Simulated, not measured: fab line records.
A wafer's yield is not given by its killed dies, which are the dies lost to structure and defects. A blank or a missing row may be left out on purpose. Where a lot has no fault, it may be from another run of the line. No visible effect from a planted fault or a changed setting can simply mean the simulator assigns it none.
Which tool is to blame? || flow sky130 || 39 wafers from 13 lots sampled at 4 of the route's 708 steps

== WHAT THE GAUGES SHOWED, per wafer ==
SKY_SONOS_TUNNEL_CD_MEAS_07: target cd 410 nm. Usual: cdNm 410.1 nm, standard deviation 2.1.
{"lot": "L794", "measured": "day 11 00:21", "on": "cdSem-01", "cdNm (nm)": "407.6 409.2 410.3", "flag": ""}
{"lot": "L795", "measured": "day 11 06:28", "on": "cdSem-02", "cdNm (nm)": "408.9 410.5 410.9", "flag": ""}
{"lot": "L796", "measured": "day 11 15:18", "on": "cdSem-01", "cdNm (nm)": "406.5 408.8 409.1", "flag": ""}
{"lot": "L797", "measured": "day 12 13:04", "on": "cdSem-02", "cdNm (nm)": "410.6 411.9 413.1", "flag": ""}
{"lot": "L798", "measured": "day 12 19:05", "on": "cdSem-01", "cdNm (nm)": "407.8 406.6 408.0", "flag": ""}
{"lot": "L799", "measured": "day 12 20:44", "on": "cdSem-01", "cdNm (nm)": "409.4 412.7 411.5", "flag": ""}
{"lot": "L810", "measured": "day 16 15:02", "on": "cdSem-02", "cdNm (nm)": "412.3 411.6 412.3", "flag": ""}
{"lot": "L811", "measured": "day 16 19:17", "on": "cdSem-02", "cdNm (nm)": "412.1 410.4 411.0", "flag": ""}
{"lot": "L813", "measured": "day 18 03:18", "on": "cdSem-01", "cdNm (nm)": "411.4 412.1 411.8", "flag": ""}
{"lot": "L812", "measured": "day 18 05:16", "on": "cdSem-01", "cdNm (nm)": "405.8 407.6 405.4", "flag": ""}
{"lot": "L814", "measured": "day 18 07:32", "on": "cdSem-01", "cdNm (nm)": "410.6 409.8 409.5", "flag": ""}
{"lot": "L816", "measured": "day 18 21:34", "on": "cdSem-01", "cdNm (nm)": "410.5 410.8 412.5", "flag": ""}
{"lot": "L817", "measured": "day 19 12:18", "on": "cdSem-01", "cdNm (nm)": "408.3 409.3 409.7", "flag": ""}

SKY_POLY_GATE_CD_MEAS_13: target cd 150 nm. Usual: cdNm 150.6 nm, standard deviation 1.6.
{"lot": "L794", "measured": "day 15 20:30", "on": "cdSem-01", "cdNm (nm)": "152.8 151.6 152.0", "flag": ""}
{"lot": "L795", "measured": "day 16 04:19", "on": "cdSem-02", "cdNm (nm)": "149.3 148.3 148.1", "flag": ""}
{"lot": "L796", "measured": "day 16 21:23", "on": "cdSem-01", "cdNm (nm)": "149.7 151.4 150.6", "flag": ""}
{"lot": "L797", "measured": "day 17 16:16", "on": "cdSem-02", "cdNm (nm)": "151.9 150.8 151.8", "flag": ""}
{"lot": "L798", "measured": "day 17 23:03", "on": "cdSem-01", "cdNm (nm)": "148.4 148.5 148.0", "flag": ""}
{"lot": "L799", "measured": "day 18 02:23", "on": "cdSem-02", "cdNm (nm)": "149.3 150.6 150.5", "flag": ""}
{"lot": "L810", "measured": "day 22 07:38", "on": "cdSem-01", "cdNm (nm)": "150.1 149.9 150.8", "flag": ""}
{"lot": "L811", "measured": "day 22 11:05", "on": "cdSem-01", "cdNm (nm)": "149.5 150.4 149.6", "flag": ""}
{"lot": "L813", "measured": "day 23 18:30", "on": "cdSem-01", "cdNm (nm)": "150.3 151.3 150.3", "flag": ""}
{"lot": "L812", "measured": "day 24 00:28", "on": "cdSem-02", "cdNm (nm)": "148.4 149.7 148.1", "flag": ""}
{"lot": "L814", "measured": "day 24 00:47", "on": "cdSem-01", "cdNm (nm)": "149.5 149.7 149.2", "flag": ""}
{"lot": "L816", "measured": "day 24 14:31", "on": "cdSem-02", "cdNm (nm)": "152.8 150.3 151.6", "flag": ""}
{"lot": "L817", "measured": "day 25 05:28", "on": "cdSem-01", "cdNm (nm)": "151.7 152.1 152.4", "flag": ""}

== WHICH TOOL RAN EACH LOT (tool, then ch and the chambers of the sampled wafers, then the start) ==
{"lot": "L794", "SKY_GATE_OXIDE_IMPLANT_11": "implanter-02 ch 0, day 13 09:29", "SKY_RES_PROTECT_STRIP_07": "plasmaAsher-01 ch 0,1, day 14 14:59"}
{"lot": "L795", "SKY_GATE_OXIDE_IMPLANT_11": "implanter-02 ch 0, day 13 16:27", "SKY_RES_PROTECT_STRIP_07": "plasmaAsher-02 ch 0,1, day 14 22:30"}
{"lot": "L796", "SKY_GATE_OXIDE_IMPLANT_11": "implanter-04 ch 0, day 14 04:13", "SKY_RES_PROTECT_STRIP_07": "plasmaAsher-03 ch 0,1, day 15 11:53"}
{"lot": "L797", "SKY_GATE_OXIDE_IMPLANT_11": "implanter-04 ch 0, day 15 00:14", "SKY_RES_PROTECT_STRIP_07": "plasmaAsher-03 ch 0,1, day 16 07:54"}
{"lot": "L798", "SKY_GATE_OXIDE_IMPLANT_11": "implanter-04 ch 0, day 15 08:25", "SKY_RES_PROTECT_STRIP_07": "plasmaAsher-02 ch 0,1, day 16 15:53"}
{"lot": "L799", "SKY_GATE_OXIDE_IMPLANT_11": "implanter-04 ch 0, day 15 08:52", "SKY_RES_PROTECT_STRIP_07": "plasmaAsher-01 ch 0,1, day 16 17:32"}
{"lot": "L810", "SKY_GATE_OXIDE_IMPLANT_11": "implanter-04 ch 0, day 19 13:02", "SKY_RES_PROTECT_STRIP_07": "plasmaAsher-03 ch 0,1, day 20 23:28"}
{"lot": "L811", "SKY_GATE_OXIDE_IMPLANT_11": "implanter-02 ch 0, day 19 15:58", "SKY_RES_PROTECT_STRIP_07": "plasmaAsher-02 ch 0,1, day 21 03:17"}
{"lot": "L813", "SKY_GATE_OXIDE_IMPLANT_11": "implanter-02 ch 0, day 21 00:00", "SKY_RES_PROTECT_STRIP_07": "plasmaAsher-03 ch 0,1, day 22 10:13"}
{"lot": "L812", "SKY_GATE_OXIDE_IMPLANT_11": "implanter-03 ch 0, day 21 04:33", "SKY_RES_PROTECT_STRIP_07": "plasmaAsher-02 ch 0, day 22 14:33"}
{"lot": "L814", "SKY_GATE_OXIDE_IMPLANT_11": "implanter-02 ch 0, day 21 06:16", "SKY_RES_PROTECT_STRIP_07": "plasmaAsher-03 ch 0,1, day 22 15:08"}
{"lot": "L816", "SKY_GATE_OXIDE_IMPLANT_11": "implanter-04 ch 0, day 21 19:53", "SKY_RES_PROTECT_STRIP_07": "plasmaAsher-03 ch 0,1, day 23 05:59"}
{"lot": "L817", "SKY_GATE_OXIDE_IMPLANT_11": "implanter-04 ch 0, day 22 07:35", "SKY_RES_PROTECT_STRIP_07": "plasmaAsher-03 ch 0,1, day 23 17:08"}
- SKY_GATE_OXIDE_IMPLANT_11
- SKY_RES_PROTECT_STRIP_07: strips in O2/N2.

== WHAT THE TOOLS THEMSELVES READ (means of the sampled wafers that have a number; where no wafer has one, the mark that the record gives instead) ==
SKY_GATE_OXIDE_IMPLANT_11. Usual: beamEnergyKeV 10.000, standard deviation 0.0031.
{"lot": "L794", "tool": "implanter-02", "beamEnergyKeV": 10.000, "flag": ""}
{"lot": "L795", "tool": "implanter-02", "beamEnergyKeV": 10.005, "flag": ""}
{"lot": "L796", "tool": "implanter-04", "beamEnergyKeV": 9.998, "flag": ""}
{"lot": "L797", "tool": "implanter-04", "beamEnergyKeV": 10.002, "flag": ""}
{"lot": "L798", "tool": "implanter-04", "beamEnergyKeV": 10.791, "flag": "OFF"}
{"lot": "L799", "tool": "implanter-04", "beamEnergyKeV": 10.789, "flag": "OFF"}
{"lot": "L810", "tool": "implanter-04", "beamEnergyKeV": 10.000, "flag": ""}
{"lot": "L811", "tool": "implanter-02", "beamEnergyKeV": 9.998, "flag": ""}
{"lot": "L813", "tool": "implanter-02", "beamEnergyKeV": 9.999, "flag": ""}
{"lot": "L812", "tool": "implanter-03", "beamEnergyKeV": 10.002, "flag": ""}
{"lot": "L814", "tool": "implanter-02", "beamEnergyKeV": 9.999, "flag": ""}
{"lot": "L816", "tool": "implanter-04", "beamEnergyKeV": 10.000, "flag": ""}
{"lot": "L817", "tool": "implanter-04", "beamEnergyKeV": 10.002, "flag": ""}

SKY_RES_PROTECT_STRIP_07. Usual: drypumpMotorCurrentA 5.7 A, standard deviation 0.42; oesProductAu 0.518 a.u., standard deviation 0.0048; stripTimeToEndpointS 23.30 s, standard deviation 0.039.
{"lot": "L794", "tool": "plasmaAsher-01", "drypumpMotorCurrentA (A)": 6.0, "oesProductAu (a.u.)": 0.513, "stripTimeToEndpointS (s)": 23.25, "flag": ""}
{"lot": "L795", "tool": "plasmaAsher-02", "drypumpMotorCurrentA (A)": 5.9, "oesProductAu (a.u.)": 0.520, "stripTimeToEndpointS (s)": 23.33, "flag": ""}
{"lot": "L796", "tool": "plasmaAsher-03", "drypumpMotorCurrentA (A)": 5.7, "oesProductAu (a.u.)": 0.511, "stripTimeToEndpointS (s)": 23.30, "flag": ""}
{"lot": "L797", "tool": "plasmaAsher-03", "drypumpMotorCurrentA (A)": 5.7, "oesProductAu (a.u.)": 0.513, "stripTimeToEndpointS (s)": 23.24, "flag": ""}
{"lot": "L798", "tool": "plasmaAsher-02", "drypumpMotorCurrentA (A)": 5.9, "oesProductAu (a.u.)": 0.518, "stripTimeToEndpointS (s)": 23.36, "flag": ""}
{"lot": "L799", "tool": "plasmaAsher-01", "drypumpMotorCurrentA (A)": 5.8, "oesProductAu (a.u.)": 0.521, "stripTimeToEndpointS (s)": 23.26, "flag": ""}
{"lot": "L810", "tool": "plasmaAsher-03", "drypumpMotorCurrentA (A)": 5.4, "oesProductAu (a.u.)": 0.524, "stripTimeToEndpointS (s)": 23.26, "flag": ""}
{"lot": "L811", "tool": "plasmaAsher-02", "drypumpMotorCurrentA (A)": 5.9, "oesProductAu (a.u.)": 0.517, "stripTimeToEndpointS (s)": 23.29, "flag": ""}
{"lot": "L813", "tool": "plasmaAsher-03", "drypumpMotorCurrentA (A)": 5.7, "oesProductAu (a.u.)": 0.520, "stripTimeToEndpointS (s)": 23.30, "flag": ""}
{"lot": "L812", "tool": "plasmaAsher-02", "drypumpMotorCurrentA (A)": 6.0, "oesProductAu (a.u.)": 0.515, "stripTimeToEndpointS (s)": 23.27, "flag": ""}
{"lot": "L814", "tool": "plasmaAsher-03", "drypumpMotorCurrentA (A)": 5.4, "oesProductAu (a.u.)": 0.515, "stripTimeToEndpointS (s)": 23.32, "flag": ""}
{"lot": "L816", "tool": "plasmaAsher-03", "drypumpMotorCurrentA (A)": 5.3, "oesProductAu (a.u.)": 0.515, "stripTimeToEndpointS (s)": 23.30, "flag": ""}
{"lot": "L817", "tool": "plasmaAsher-03", "drypumpMotorCurrentA (A)": 5.7, "oesProductAu (a.u.)": 0.519, "stripTimeToEndpointS (s)": 23.28, "flag": ""}

== THE ANSWER, worked out from the rows above alone ==
Rule: a lot is off if the mean of its wafers that have a number lies more than 3 standard deviations from the usual mean. A lot without any number at a reading at which 4 lots or more have one is off too. The other lots that the step has rows for count as sound. First the gauges in route order, then the tools' own readings, where a lot's mean is used as printed above. The first step at which some lot is off is used, and at that step the reading that is off furthest; a lot without a number counts as furthest.
Off, at SKY_GATE_OXIDE_IMPLANT_11 on beamEnergyKeV: L798, L799.
If a tool, at that step or one of the process steps before it, ran each lot that is off and ran no sound lot following the first of them, it fits. Not one of the candidates tried fits.

== WHAT THE SIMULATOR PUT IN ==
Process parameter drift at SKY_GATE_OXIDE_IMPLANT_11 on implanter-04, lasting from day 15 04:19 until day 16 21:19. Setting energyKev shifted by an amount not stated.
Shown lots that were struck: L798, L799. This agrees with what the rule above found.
